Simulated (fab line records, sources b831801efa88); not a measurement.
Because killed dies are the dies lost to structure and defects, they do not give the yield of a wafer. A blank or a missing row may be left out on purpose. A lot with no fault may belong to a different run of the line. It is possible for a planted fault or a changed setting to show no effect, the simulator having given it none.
fab line records	flow sky130
[record] lots = 6	wafers = 18	last-day = 50
route steps=708 shown RES_XHIGH@334 SD_N@342 PAD_OPEN@708
lots with no fault: from the same line, run without faults
start-h: the number of hours between the record's first day and the start of the first shown wafer of the lot	wait-h: time in hours since the lot's previous step	" the same as in the row above	L1.1+2: a row that stands for several wafers	- no value, or no start given	* or withheld: withheld	< > ~ a bound
route shown NAME@n: a module of which the file shows steps, and the number in the route of the first	usual: the fault-free wafers' mean and standard deviation	same: alike in all rows	chamber/n: place in a boat	sites: per-site readings	_std_site: standard deviation of those values	_edge_site: outer sites' mean less inner sites'	radius-mm: how far each site lies from the wafer's centre	mask NAME#n: copy n	behind: the most recent tool/chamber to have shaped the wafer	hold: the reason the lot was held/the length of the hold in hours/how it ended	device: transistor that didn't switch, given as n, p or np	end of line: the same wafers' tests at the end of the route	step lacking rows: just its recipe	killed: the dies lost at the first sort to structure and to defects; this is not the yield of the wafer	map: shows each die of a wafer: x if killed, . if not, _ if none is there
set.NAME: the setting that was run; set.NAME@STEP: the one run at that earlier step	model.NAME: the simulator's own value behind a step, which no gauge read
certain route steps with their lots: each step a table, each wafer a row
services: the hour from which a tool's chamber was out of use, counted from the record's first day as start-h (under 0 if before that day), plus the number of hours and why
[[steps]]
[step SKY_RES_XHIGH_COAT_02]
[recipe] resist = NOVOLAK	spin-rpm = 3000	resist-thk-nm = 1140
[step SKY_RES_XHIGH_SOFTBAKE_03]
[recipe] temp-c = 90	time-s = 60	resist = NOVOLAK
[step SKY_RES_XHIGH_EXPOSE_04]
[recipe] mask-id = URPM	na = 0.6	source-shape = conventional	sigma-outer = 0.6	polarization = unpolarized	target-cd-nm = 1270	dose-mj = 140
[step SKY_RES_XHIGH_PEB_05]
[recipe] temp-c = withheld	time-s = *	resist = NOVOLAK
[step SKY_RES_XHIGH_DEVELOP_06]
[recipe] resist = NOVOLAK	developer = TMAH	develop-time-s = 60	dev-temp-c = 23
[step SKY_RES_XHIGH_IMPLANT_07]
[recipe] species = BF2	energy-kev = 20	dose-cm2 = 3.6e+14	tilt-deg = 0
[step SKY_RES_XHIGH_STRIP_08]
[recipe] chemistry = O2/N2	power-w = 1400	pressure-mtorr = 1500	platen-temp-c = withheld	o2-flow-sccm = 3000	n2-flow-sccm = 300	overash-fraction = 0.5
[usual] drypump-motor-current-A = 5.9/0.46	oes-product-au = 0.711/0.0045	strip-time-to-endpoint-s = 14.27/0.043
lot.wafer	tool	chamber	start-h	wait-h	drypump-motor-current-A	oes-product-au	rf-hours-counter-h	strip-time-to-endpoint-s
L787.3	plasma-asher-02	1	663.20	0.1	5.2	0.709	-	14.37
L787.4	"	0	"	"	5.2	0.707	-	14.31
L787.5	"	0	"	"	5.2	0.716	-	14.34
L789.2	plasma-asher-04	1	667.97	0.1	6.0	0.715	96	14.27
L789.4	"	0	"	"	6.0	0.710	-	14.28
L789.5	"	1	"	"	6.0	0.708	-	14.29
L805.2	plasma-asher-03	0	770.22	0.1	6.5	0.712	63	14.22
L805.4	"	0	"	"	6.5	0.707	-	14.18
L805.5	"	0	"	"	6.5	0.704	-	14.21
L806.2	plasma-asher-04	0	775.69	0.1	6.0	0.714	3	14.28
L806.4	"	1	"	"	6.0	0.712	-	14.27
L806.6	"	0	"	"	6.0	0.717	-	14.27
L807.1	plasma-asher-02	1	790.34	0.1	5.1	0.706	35	14.29
L807.2	"	0	"	"	5.2	0.709	35	14.29
L807.4	"	0	"	"	5.2	0.709	-	14.31
L808.3	plasma-asher-03	1	791.28	0.1	5.8	0.705	-	14.31
L808.4	"	0	"	"	6.5	0.710	-	14.30
L808.6	"	0	"	"	6.5	0.718	-	14.30
[step SKY_RES_XHIGH_TW_MEAS_09]
[usual] RES_XHIGH_TW = 1641/8.8
lot.wafer	tool	chamber	start-h	wait-h	RES_XHIGH_TW
L787.3	film-metro-04	-	663.29	0.1	1640
L787.4	"	-	"	"	1654
L787.5	"	-	"	"	1639
L789.2	film-metro-04	-	668.08	0.1	1654
L789.4	"	-	"	"	1648
L789.5	"	-	"	"	1644
L805.2	film-metro-04	-	770.33	0.1	1635
L805.4	"	-	"	"	1638
L805.5	"	-	"	"	1642
L806.2	film-metro-03	-	775.80	0.1	1638
L806.4	"	-	"	"	1646
L806.6	"	-	"	"	1639
L807.1	film-metro-03	-	790.44	0.1	1645
L807.2	"	-	"	"	1640
L807.4	"	-	"	"	1638
L808.3	film-metro-02	-	791.37	0.1	1613
L808.4	"	-	"	"	1624
L808.6	"	-	"	"	1618
[step SKY_SD_N_DEHYDRATE_00]
[recipe] temp-c = 200	time-s = 60
[step SKY_SD_N_HMDS_01]
[recipe] prime-time-s = 60	prime-temp-c = 120
[step SKY_SD_N_COAT_02]
[recipe] resist = NOVOLAK	spin-rpm = 3000	resist-thk-nm = 1140
[step SKY_SD_N_SOFTBAKE_03]
[recipe] temp-c = 90	time-s = 60	resist = NOVOLAK
[step SKY_SD_N_EXPOSE_04]
[recipe] mask-id = NSDM	na = 0.6	source-shape = conventional	sigma-outer = 0.6	polarization = unpolarized	target-cd-nm = 380	dose-mj = 141
[usual] exposure-dose-mJ-cm2 = 141.01/0.14
lot.wafer	tool	chamber	start-h	wait-h	mask	exposure-dose-mJ-cm2
L787.3	iline-stepper-02	0	676.71	-	NSDM#0	141.00
L787.4	"	0	"	"	NSDM#0	141.18
L787.5	"	0	"	"	NSDM#0	140.94
L789.2	iline-stepper-01	0	680.59	-	NSDM#0	140.87
L789.4	"	0	"	"	NSDM#0	140.84
L789.5	"	0	"	"	NSDM#0	140.93
L805.2	iline-stepper-02	0	783.37	-	NSDM#0	129.68
L805.4	"	0	"	"	NSDM#0	129.87
L805.5	"	0	"	"	NSDM#0	129.99
L806.2	iline-stepper-02	0	789.11	-	NSDM#0	129.50
L806.4	"	0	"	"	NSDM#0	129.60
L806.6	"	0	"	"	NSDM#0	129.92
L807.1	iline-stepper-01	0	804.42	-	NSDM#0	141.12
L807.2	"	0	"	"	NSDM#0	140.95
L807.4	"	0	"	"	NSDM#0	140.96
L808.3	iline-stepper-01	0	804.93	-	NSDM#0	141.04
L808.4	"	0	"	"	NSDM#0	140.97
L808.6	"	0	"	"	NSDM#0	141.08
[step SKY_SD_N_PEB_05]
[recipe] temp-c = withheld	time-s = *	resist = NOVOLAK
[step SKY_SD_N_DEVELOP_06]
[recipe] resist = NOVOLAK	developer = TMAH	develop-time-s = 60	dev-temp-c = 23
[step SKY_SD_N_CD_MEAS_07]
[recipe] target-cd-nm = 380
[usual] cd-nm = 379.6/2.9
lot.wafer	tool	chamber	start-h	wait-h	cd-nm
L787.3	cd-sem-01	-	689.93	0.1	381.4
L787.4	"	-	"	"	383.0
L787.5	"	-	"	"	382.5
L789.2	cd-sem-02	-	693.96	0.1	374.9
L789.4	"	-	"	"	374.3
L789.5	"	-	"	"	375.2
L805.2	cd-sem-01	-	796.91	0.1	356.5
L805.4	"	-	"	"	354.9
L805.5	"	-	"	"	355.1
L806.2	cd-sem-02	-	802.42	0.1	355.9
L806.4	"	-	"	"	355.8
L806.6	"	-	"	"	356.6
L807.1	cd-sem-01	-	817.49	0.1	384.5
L807.2	"	-	"	"	386.4
L807.4	"	-	"	"	385.5
L808.3	cd-sem-02	-	818.03	0.1	378.9
L808.4	"	-	"	"	380.7
L808.6	"	-	"	"	381.9
[step SKY_SD_N_OVL_MEAS_08]
[usual] SD_N_OVL = 0.9/1.4
lot.wafer	tool	chamber	start-h	wait-h	SD_N_OVL[nm]
L787.3	overlay-01	-	690.03	0.1	2.3
L787.4	"	-	"	"	1.8
L787.5	"	-	"	"	1.4
L789.2	overlay-01	-	694.07	0.1	1.0
L789.4	"	-	"	"	1.9
L789.5	"	-	"	"	0.6
L805.2	overlay-02	-	797.01	0.1	2.0
L805.4	"	-	"	"	1.5
L805.5	"	-	"	"	3.4
L806.2	overlay-01	-	802.52	0.1	-0.8
L806.4	"	-	"	"	-0.7
L806.6	"	-	"	"	0.4
L807.1	overlay-02	-	817.61	0.1	0.4
L807.2	"	-	"	"	0.6
L807.4	"	-	"	"	1.2
L808.3	overlay-02	-	818.13	0.1	2.6
L808.4	"	-	"	"	2.6
L808.6	"	-	"	"	2.3
[step SKY_PAD_OPEN_PROBE_99]
[usual] killed_at_M0_to_M3 = 43/7.4	killed_at_M4_up = 3.5/2.1	killed-at-contacts = 24/5.4	killed-at-front-end = 15/4.7	killed-dies = 85/10	killed-open = 47/7.1	killed-short = 38/7
[same] gross-dies = 492	killed-at-back-side = 0	killed-at-other = 0
lot.wafer	tool	chamber	start-h	wait-h	killed_at_M0_to_M3	killed_at_M4_up	killed-at-contacts	killed-at-front-end	killed-dies	killed-open	killed-short
L789.2	prober-02	-	1109.46	0.1	24	9	26	16	75	37	38
L789.4	prober-02	-	1109.56	0.2	39	3	14	9	65	31	34
L789.5	prober-02	-	1109.61	0.2	42	8	25	12	87	48	39
L787.3	prober-02	-	1111.70	0.2	49	3	15	13	80	45	35
L787.4	prober-02	-	1111.75	0.2	46	1	28	15	90	55	35
L787.5	prober-02	-	1111.80	0.2	44	3	29	11	87	45	42
L805.2	prober-02	-	1182.58	0.1	43	3	18	16	80	47	33
L805.4	prober-02	-	1182.68	0.2	38	3	32	14	87	45	42
L805.5	prober-02	-	1182.73	0.2	32	2	29	15	78	45	33
L806.2	prober-01	-	1185.26	0.1	39	1	24	5	69	39	30
L806.4	prober-01	-	1185.36	0.2	44	3	30	12	89	48	40
L806.6	prober-01	-	1185.46	0.2	51	3	17	12	83	47	36
L807.1	prober-02	-	1192.83	0.1	61	3	25	17	106	50	56
L807.2	prober-02	-	1192.88	0.1	54	3	27	13	97	53	44
L807.4	prober-02	-	1192.98	0.2	56	8	24	7	95	49	46
L808.3	prober-01	-	1194.87	0.2	45	0	42	19	106	61	45
L808.4	prober-01	-	1194.92	0.2	40	3	27	19	89	57	32
L808.6	prober-01	-	1195.02	0.2	43	4	24	14	85	42	43
// killed by level:class
L789.2 CONTACT:geometric-particle:open=10 CONTACT:geometric-particle:short=7 METAL4:geometric-particle:short=7 VIA1:geometric-particle:open=6 LI_CONTACT:geometric-particle:open=5 POLY_GATE:geometric-particle:open=4 METAL1:geometric-particle:short=4 METAL2:geometric-particle:short=4
L789.4 METAL1:geometric-particle:short=10 CONTACT:geometric-particle:open=8 VIA1:geometric-particle:open=8 VIA2:geometric-particle:short=6 VIA3:geometric-particle:open=6 POLY_GATE:geometric-particle:short=3 LOCAL_INTERCONNECT:geometric-particle:short=3 CONTACT:geometric-particle:short=3
L789.5 CONTACT:geometric-particle:open=11 VIA2:geometric-particle:open=7 FIELD_ISO:geometric-particle:open=6 VIA1:geometric-particle:open=6 CONTACT:geometric-particle:short=5 METAL2:geometric-particle:short=5 VIA3:geometric-particle:open=5 METAL4:geometric-particle:short=5
L787.3 VIA1:geometric-particle:open=12 METAL1:geometric-particle:short=9 VIA2:geometric-particle:open=8 LI_CONTACT:geometric-particle:open=6 VIA1:geometric-particle:short=6 VIA3:geometric-particle:open=6 FIELD_ISO:geometric-particle:open=5 FIELD_ISO:geometric-particle:short=3
L787.4 VIA1:geometric-particle:open=12 CONTACT:geometric-particle:open=8 LI_CONTACT:geometric-particle:open=7 VIA2:geometric-particle:open=7 VIA3:geometric-particle:open=6 METAL2:geometric-particle:short=6 LOCAL_INTERCONNECT:geometric-particle:short=5 POLY_GATE:geometric-particle:open=5
L787.5 CONTACT:geometric-particle:open=13 VIA1:geometric-particle:open=9 METAL1:geometric-particle:short=8 VIA3:geometric-particle:open=7 CONTACT:geometric-particle:short=6 VIA2:geometric-particle:short=6 LOCAL_INTERCONNECT:geometric-particle:short=5 FIELD_ISO:geometric-particle:short=4
L805.2 VIA1:geometric-particle:open=9 VIA3:geometric-particle:open=9 LI_CONTACT:geometric-particle:open=8 METAL1:geometric-particle:short=6 POLY_GATE:geometric-particle:short=5 METAL2:geometric-particle:short=5 FIELD_ISO:geometric-particle:open=4 VIA1:geometric-particle:short=3
L805.4 CONTACT:geometric-particle:short=11 CONTACT:geometric-particle:open=11 VIA1:geometric-particle:open=8 VIA3:geometric-particle:open=7 LI_CONTACT:geometric-particle:open=6 FIELD_ISO:geometric-particle:short=5 VIA2:geometric-particle:open=5 FIELD_ISO:geometric-particle:open=4
L805.5 LI_CONTACT:geometric-particle:open=10 CONTACT:geometric-particle:open=7 VIA1:geometric-particle:open=7 LOCAL_INTERCONNECT:geometric-particle:short=5 VIA1:geometric-particle:short=5 VIA3:geometric-particle:open=5 FIELD_ISO:geometric-particle:short=4 FIELD_ISO:geometric-particle:open=4
L806.2 CONTACT:geometric-particle:open=12 METAL1:geometric-particle:short=8 VIA1:geometric-particle:open=8 VIA3:geometric-particle:open=7 METAL2:geometric-particle:short=6 LI_CONTACT:geometric-particle:open=5 VIA1:geometric-particle:short=4 CONTACT:geometric-particle:short=3
L806.4 LI_CONTACT:geometric-particle:open=10 CONTACT:geometric-particle:open=10 METAL2:geometric-particle:short=10 VIA2:geometric-particle:open=7 CONTACT:geometric-particle:short=5 METAL1:geometric-particle:short=5 VIA1:geometric-particle:open=5 VIA1:geometric-particle:short=4
L806.6 VIA3:geometric-particle:open=12 METAL1:geometric-particle:short=7 FIELD_ISO:geometric-particle:open=6 LI_CONTACT:geometric-particle:open=6 VIA2:geometric-particle:open=6 LOCAL_INTERCONNECT:geometric-particle:short=5 VIA1:geometric-particle:short=4 VIA2:geometric-particle:short=4
L807.1 VIA1:geometric-particle:open=13 POLY_GATE:geometric-particle:short=9 CONTACT:geometric-particle:open=9 VIA1:geometric-particle:short=8 LI_CONTACT:geometric-particle:open=7 METAL1:geometric-particle:short=7 VIA3:geometric-particle:open=7 METAL2:geometric-particle:short=6
L807.2 VIA1:geometric-particle:open=16 LI_CONTACT:geometric-particle:open=10 VIA2:geometric-particle:open=9 LOCAL_INTERCONNECT:geometric-particle:short=8 CONTACT:geometric-particle:open=5 METAL3:geometric-particle:short=5 VIA2:geometric-particle:short=5 VIA1:geometric-particle:short=4
L807.4 VIA1:geometric-particle:open=10 CONTACT:geometric-particle:open=8 LI_CONTACT:geometric-particle:open=7 METAL1:geometric-particle:short=7 VIA1:geometric-particle:short=7 METAL2:geometric-particle:short=6 VIA3:geometric-particle:open=6 VIA2:geometric-particle:open=5
L808.3 VIA1:geometric-particle:open=12 CONTACT:geometric-particle:open=11 LOCAL_INTERCONNECT:geometric-particle:short=10 VIA2:geometric-particle:open=10 LI_CONTACT:geometric-particle:open=8 LI_CONTACT:geometric-particle:short=8 FIELD_ISO:geometric-particle:short=7 POLY_GATE:geometric-particle:short=6
L808.4 VIA1:geometric-particle:open=13 CONTACT:geometric-particle:open=10 LI_CONTACT:geometric-particle:open=9 VIA3:geometric-particle:open=7 VIA2:geometric-particle:open=6 FIELD_ISO:geometric-particle:short=5 METAL2:geometric-particle:short=5 POLY_GATE:geometric-particle:open=4
L808.6 VIA1:geometric-particle:open=10 CONTACT:geometric-particle:open=8 VIA3:geometric-particle:open=7 LI_CONTACT:geometric-particle:open=6 METAL2:geometric-particle:short=6 CONTACT:geometric-particle:short=5 VIA3:geometric-particle:short=5 FIELD_ISO:geometric-particle:short=4
[[services]]
tool	chamber	start-h	hours	kind
plasma-asher-04	-	639.74	12.4	repair
iline-stepper-02	-	703.56	1.7	pm
plasma-asher-02	-	706.84	2.8	pm
iline-stepper-01	-	717.39	3.1	repair
plasma-asher-04	-	733.75	9.0	pm
plasma-asher-04	0	733.75	9.0	vent-cycle
plasma-asher-04	1	733.75	9.0	vent-cycle
plasma-asher-02	-	734.41	14.6	pm
plasma-asher-04	0	742.75	-	clean
plasma-asher-04	1	742.75	-	clean
[[key]]
[first-sign] step = SKY_SD_N_EXPOSE_04	reading = exposure-dose-mJ-cm2	direction = down	sigmas = 81	usual = *	struck = *
[effect] step = SKY_SD_N_CD_MEAS_07	reading = cd-nm	direction = down	sigmas = 8.2	usual = 379.6	struck = 355.8
met-at SKY_SD_N_EXPOSE_04
struck-wafers L805.2,L805.4,L805.5,L806.2,L806.4,L806.6
tester-left-out L805,L806
onset-between 676.71 783.37
[fault] kind = process-parameter-drift	tool = iline-stepper-02	chamber = -	onset-h = 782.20	steps = SKY_SD_N_EXPOSE_04	channel = dose-mj	offset = -11.186	shape = step	acts-in = these-recipes-only	stated = 141
// tester-left-out: of these lots the tester's yield and bins aren't shown, on N5 and GAA mostly nor the transistor test; their killed dies are dies lost to structure and defects alone, not to doping, threshold or leakage, so they don't give the yield
